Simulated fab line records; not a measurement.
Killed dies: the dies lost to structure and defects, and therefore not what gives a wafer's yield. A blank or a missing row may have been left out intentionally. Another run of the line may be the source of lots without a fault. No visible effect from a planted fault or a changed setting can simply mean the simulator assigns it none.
Struck lot and sound lot, side by side | flow sky130 | 15 steps out of a route of 708
Sound: the wafers L781.1, L781.2, L781.5. Struck: wafer L797.4 (L797.2, L797.6, from the same lot, were not struck and are left out); the cause is given at the end.
Order at every step that has rows: each side's tool, ch and its chambers, its first start. Under that, the readings that differ: sound wafers | struck wafers | difference of the means | sigmas: that difference in standard deviations of wafers without a fault.
alike: same words and numbers on both sides, and readings whose means sit less than 2 such deviations apart. not compared: any withheld reading, any reading some wafer has no value for, any bound like >300 that may hide the same value, and any number with overlapping values for which the record gives no deviation.
The two part at a step that has a row with sigmas, a row that says differs or no value, or rows on one side only. Non-overlapping numbers with no deviation appear without sigmas and do not part them. A reading that every wafer of one side lacks parts them only if that side has two wafers or more.

first, 4 steps without rows for these wafers: SKY_VIA3_SOFTBAKE_08 (time 90 s); SKY_VIA3_EXPOSE_09 (exposes mask VIM3, target cd 200 nm); SKY_VIA3_PEB_10; SKY_VIA3_DEVELOP_11 (develop time 60 s).
SKY_VIA3_CD_MEAS_12 targets a cd of 200 nm.
  sound: cdSem-01 at day 41 19:36; struck: cdSem-01 at day 45 23:38
  alike: cdNm
SKY_VIA3_OVL_MEAS_13:
  sound: overlay-02 at day 41 19:43; struck: overlay-02 at day 45 23:45
  alike: VIA3_OVL
SKY_VIA3_ETCH_14: etches BARC in N2/H2, stops on SiO2, time 45.9 s, target depth 60 nm.
  sound on rieDiel-03 ch 1,2,3, day 41 19:46; struck on rieDiel-04 ch 3, day 45 23:47
  alike: drypumpMotorCurrentA, h2FlowSccm, oesProductAu, throttleValvePct
  not compared: rfHoursCounterH
SKY_VIA3_ETCH_15: etches SiO2 in C4F8/O2/Ar, stops on TiN, target depth 507 nm, time 78 s.
  sound on rieDiel-03 ch 1,2,3, day 41 19:48; struck on rieDiel-04 ch 3, day 45 23:49
  alike: oesProductAu
  not compared: rfHoursCounterH
SKY_VIA3_STRIP_16: strips in O2/N2.
  sound on plasmaAsher-03 ch 0,1, day 41 19:52; struck on plasmaAsher-01 ch 0, day 45 23:53
  alike: drypumpMotorCurrentA, oesProductAu, stripTimeToEndpointS
  not compared: rfHoursCounterH
then, 3 steps without rows for these wafers: SKY_VIA3_STRIP_17 (strips in post etch residue remover, time 1200 s); SKY_VIA3_CLEAN_18 (cleans in IPA, time 180 s); SKY_VIA3_CLEAN_19 (cleans in O3/DIW).
SKY_VIA3_SPUTTER_20: material TiN, target thk 20 nm, time 80 s.
  sound: pvdSputter-04 at day 41 20:27; struck: pvdSputter-04 at day 46 00:29
reading                                 | sound             | struck | difference | sigmas
chamberPressurePa (Pa)                  | 5.001 5.012 5.014 | 4.498  | -0.511     | -52
throttleValvePct (%)                    | 29.3 28.2 29.2    | 32.8   | +3.9       | +4
model.TiN_of_VIA3_SPUTTER_20.thkNm (nm) | 19.93 20.15 20.02 | 21.57  | +1.54      | 
SKY_VIA3_CVD_21: deposits W, target thk 390 nm, time 117.31 s.
  sound on cvdW-01 ch 0,1, day 41 20:31; struck on cvdW-02 ch 1, day 46 00:33
  alike: heaterPowerW
-- the record jumps here: 5 days lie between the struck wafers' starts before and after (it left off in module VIA3 and takes up again in module PAD_OPEN, whose first step shown is number 708 of the route) --
SKY_PAD_OPEN_PROBE_99:
  sound: prober-02 at day 47 16:20; struck: prober-02 at day 51 00:41
reading                 | sound        | struck | difference | sigmas
sort_bin_5_function (%) | 8.7 8.7 10.8 | 13.0   | +3.6       | +2
  alike: defectLimitedYield, killed_at_M0_to_M3, killed_at_M4_up, killedAtContacts, killedAtFrontEnd, killedAtOther, killedDies, killedOnRim, killedOpen, killedShort, sort_bin_3_pad_short, sort_bin_6_memory, sortNPass, sortYieldPct

## WHERE THEY PART
First at SKY_VIA3_SPUTTER_20; last, within this record, at SKY_PAD_OPEN_PROBE_99.

WHY: what had been put in by the simulator
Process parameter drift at SKY_VIA3_SPUTTER_20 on pvdSputter-04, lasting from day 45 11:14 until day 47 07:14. The setting chamberPressurePa was moved by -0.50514, starting from 5. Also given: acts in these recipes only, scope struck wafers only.
